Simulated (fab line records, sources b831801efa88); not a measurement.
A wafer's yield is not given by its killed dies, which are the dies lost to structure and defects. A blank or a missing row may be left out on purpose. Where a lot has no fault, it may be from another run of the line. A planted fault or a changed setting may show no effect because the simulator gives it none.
What tool caused it? :: flow gf180mcu :: 10 lots with 30 wafers sampled at 4 steps, on a route of 602 steps

## WHAT EACH GAUGE READ, for each wafer
GF_V4_RS_MEAS_24: the measuring method here is four-point-probe.
lot: L377
measured: day 26 16:20
on: film metro-02
V4_W_RS (ohm/sq): 0.337 0.336 0.335

lot: L380
measured: day 27 15:23
on: film metro-04
V4_W_RS (ohm/sq): 0.335 0.327 0.336

lot: L381
measured: day 28 01:08
on: film metro-04
V4_W_RS (ohm/sq): 0.337 0.333 0.338

lot: L382
measured: day 28 06:44
on: film metro-03
V4_W_RS (ohm/sq): 0.329 0.330 0.337

lot: L383
measured: day 28 11:19
on: film metro-02
V4_W_RS (ohm/sq): 0.334 0.327 0.334

lot: L384
measured: day 28 23:15
on: film metro-03
V4_W_RS (ohm/sq): 0.340 0.339 0.334

lot: L388
measured: day 30 02:29
on: film metro-04
V4_W_RS (ohm/sq): 0.335 0.374 0.331

lot: L390
measured: day 30 12:37
on: film metro-02
V4_W_RS (ohm/sq): 0.333 0.331 0.340

lot: L391
measured: day 30 20:47
on: film metro-03
V4_W_RS (ohm/sq): 0.333 0.334 0.373

lot: L395
measured: day 31 19:32
on: film metro-03
V4_W_RS (ohm/sq): 0.342 0.327 0.339

## WHICH TOOL RAN EACH LOT (tool, then ch and the chambers of the sampled wafers, then the start)
lot: L377
GF_M4_STRIP_17: plasma asher-04 ch 0,1, day 25 16:28
GF_V4_ETCH_16: rie diel-01 ch 0,1,2, day 26 15:27
GF_V4_CVD_23: cvd w-02 ch 0,1, day 26 16:13

lot: L380
GF_M4_STRIP_17: plasma asher-04 ch 0,1, day 26 17:07
GF_V4_ETCH_16: rie diel-04 ch 1,3, day 27 14:27
GF_V4_CVD_23: cvd w-01 ch 0,1, day 27 15:15

lot: L381
GF_M4_STRIP_17: plasma asher-01 ch 0,1, day 27 02:37
GF_V4_ETCH_16: rie diel-03 ch 0,1,2, day 28 00:15
GF_V4_CVD_23: cvd w-02 ch 0,1, day 28 01:02

lot: L382
GF_M4_STRIP_17: plasma asher-01 ch 0,1, day 27 08:25
GF_V4_ETCH_16: rie diel-04 ch 2,3, day 28 05:44
GF_V4_CVD_23: cvd w-01 ch 0,1, day 28 06:37

lot: L383
GF_M4_STRIP_17: plasma asher-01 ch 0,1, day 27 12:18
GF_V4_ETCH_16: rie diel-04 ch 1,2,3, day 28 09:58
GF_V4_CVD_23: cvd w-01 ch 0,1, day 28 11:11

lot: L384
GF_M4_STRIP_17: plasma asher-03 ch 0,1, day 28 01:07
GF_V4_ETCH_16: rie diel-03 ch 0,1, day 28 22:21
GF_V4_CVD_23: cvd w-02 ch 0,1, day 28 23:08

lot: L388
GF_M4_STRIP_17: plasma asher-03 ch 0,1, day 29 04:58
GF_V4_ETCH_16: rie diel-04 ch 0,2,3, day 30 01:29
GF_V4_CVD_23: cvd w-02 ch 0,1, day 30 02:14

lot: L390
GF_M4_STRIP_17: plasma asher-04 ch 0,1, day 29 15:25
GF_V4_ETCH_16: rie diel-04 ch 0,2,3, day 30 11:44
GF_V4_CVD_23: cvd w-01 ch 0,1, day 30 12:29

lot: L391
GF_M4_STRIP_17: plasma asher-04 ch 0,1, day 29 23:19
GF_V4_ETCH_16: rie diel-03 ch 1,2, day 30 19:54
GF_V4_CVD_23: cvd w-02 ch 0,1, day 30 20:40

lot: L395
GF_M4_STRIP_17: plasma asher-03 ch 0,1, day 30 22:46
GF_V4_ETCH_16: rie diel-04 ch 0,3, day 31 18:39
GF_V4_CVD_23: cvd w-01 ch 0,1, day 31 19:25
- GF_M4_STRIP_17: strips in O2/N2.
- GF_V4_ETCH_16: etches BARC in N2/H2.
- GF_V4_CVD_23: deposits W, target thk 350 nm, time 104.9 s.

## THE ANSWER, worked out from the rows above alone
Rule: the lots themselves supply what counts as usual. Put in order of their means at a reading, lots are off if they are a third of the lots or fewer, leave a main group of 4 or more, and stand apart from it by a gap of 3 or more times the standard deviation of the main group's means; of several such gaps the widest counts. A main group whose means are all the same, to the digits that the tables above print for the reading, isn't used. Also off: a lot with no number at a reading for which 4 or more lots have one. All remaining lots with rows at the step are treated as sound.
Off: L388, L391, at GF_V4_RS_MEAS_24 (V4_W_RS). The main group has a mean of 0.335 ohm/sq with a standard deviation of 0.0021.
A tool fits if, at a process step before that reading, it ran every lot that is off, and no sound lot after the first of them. Gauges at GF_V4_RS_MEAS_24: tried the same way as those tools. One candidate fits, namely cvd w-02 at GF_V4_CVD_23. A fault onset in the window from L384 (day 28 23:08, its last sound lot) to L388 (day 30 02:14, its first lot off) fits.

## WHAT THE SIMULATOR PUT IN
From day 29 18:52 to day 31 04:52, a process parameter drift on cvd w-02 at GF_V4_CVD_23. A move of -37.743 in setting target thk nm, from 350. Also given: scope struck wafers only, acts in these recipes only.
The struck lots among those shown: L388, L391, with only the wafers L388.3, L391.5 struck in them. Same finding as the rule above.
